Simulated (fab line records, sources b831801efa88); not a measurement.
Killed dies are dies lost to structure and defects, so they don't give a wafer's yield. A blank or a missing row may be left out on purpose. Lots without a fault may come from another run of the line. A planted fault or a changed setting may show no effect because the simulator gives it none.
Problem report in the 8D (eight disciplines) form, filled by code | flow sfq_line | the parts of the form that need people (team, actions taken, sign-off) are left out

1. THE PROBLEM
run_length_s at SFQ_TRILAYER_R5_ETCH_METAL_ETCH_139 reads a mean of 78.0 s on 3 wafers of 3 lots; wafers without a fault read 68.4 s with a standard deviation of 0.32. That is +30 standard deviations from the usual mean.
The step: etches the open film in Cl2, stops on SiO2, target depth 60 nm, time 40 s.
First seen on wafer L850.5, day 60 16:38, on rie_metal-04. The record holds 42 wafers of 15 lots with a number at this step. Rule for "out", or "out of limits": more than 4 standard deviations from the usual mean. The other wafers with a number count as sound.

2. WHAT IT IS AND WHAT IT IS NOT
question                    | is                           | is not
which readings at this step | run_length_s, oes_product_au | bias_w, drypump_motor_current_A
which lots                  | L850, L852, L854             | L845, L846, L848, L849, L857, L858, L861, L863, L864, L866, L867, L868
which wafers of those lots  | L850.5, L852.1, L854.5       | L850.4, L852.2, L854.4
read on which tools         | rie_metal-04                 | rie_metal-02, rie_metal-03
when                        | from day 60 16:38            | up to then (13 sound wafers); but 26 sound wafers of L852, L854, L857, L858, L861, L863, L864, L866, L867, L868 came after

3. SUSPECTS, AND WHAT RULES EACH OUT
Counting: a tool at a process step up to the reading stays a suspect if it ran every lot that is out. Sound lots after the first of them don't rule it out here, since some wafers of a struck lot are sound.
- rie_metal-04 at SFQ_TRILAYER_R5_ETCH_METAL_ETCH_139 (etches the open film in Cl2, stops on SiO2, target depth 60 nm, time 40 s): kept. It ran every lot that is out, first L850 (day 60 16:38); its last sound lot up to then is L849 (day 60 14:13). Its own readings are out on those wafers: oes_product_au, run_length_s.
Left after counting: rie_metal-04 at SFQ_TRILAYER_R5_ETCH_METAL_ETCH_139.

4. THE CAUSE (what the simulator had put in)
Process parameter drift: rie_metal-04, from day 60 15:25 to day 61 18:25, at SFQ_TRILAYER_R5_ETCH_METAL_ETCH_139. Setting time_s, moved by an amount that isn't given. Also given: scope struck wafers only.
Counting left only this tool.

5. THE CHAIN OF EFFECTS, in route order
Each row: a reading whose mean over the struck wafers that have a number lies more than 3 standard deviations from the usual. Only readings for which the record gives a usual standard deviation are gone through. hours: the time from each lot's start at the first step in this table that gives one to its start at this step, as a median over the lots. sigmas: the change in usual standard deviations.
hours | step                                | reading        | usual      | on struck wafers | change | sigmas
0     | SFQ_TRILAYER_R5_ETCH_METAL_ETCH_139 | oes_product_au | 0.992 a.u. | 0.882            | -0.110 | -21
0     | SFQ_TRILAYER_R5_ETCH_METAL_ETCH_139 | run_length_s   | 68.4 s     | 78.0             | +9.6   | +30
The process steps in it:
- SFQ_TRILAYER_R5_ETCH_METAL_ETCH_139: etches the open film in Cl2, stops on SiO2, target depth 60 nm, time 40 s.

6. WHAT WOULD HAVE CAUGHT IT SOONER
In this record the first reading out of limits was taken at day 60 16:38, 1 hour after the fault began at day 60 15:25.
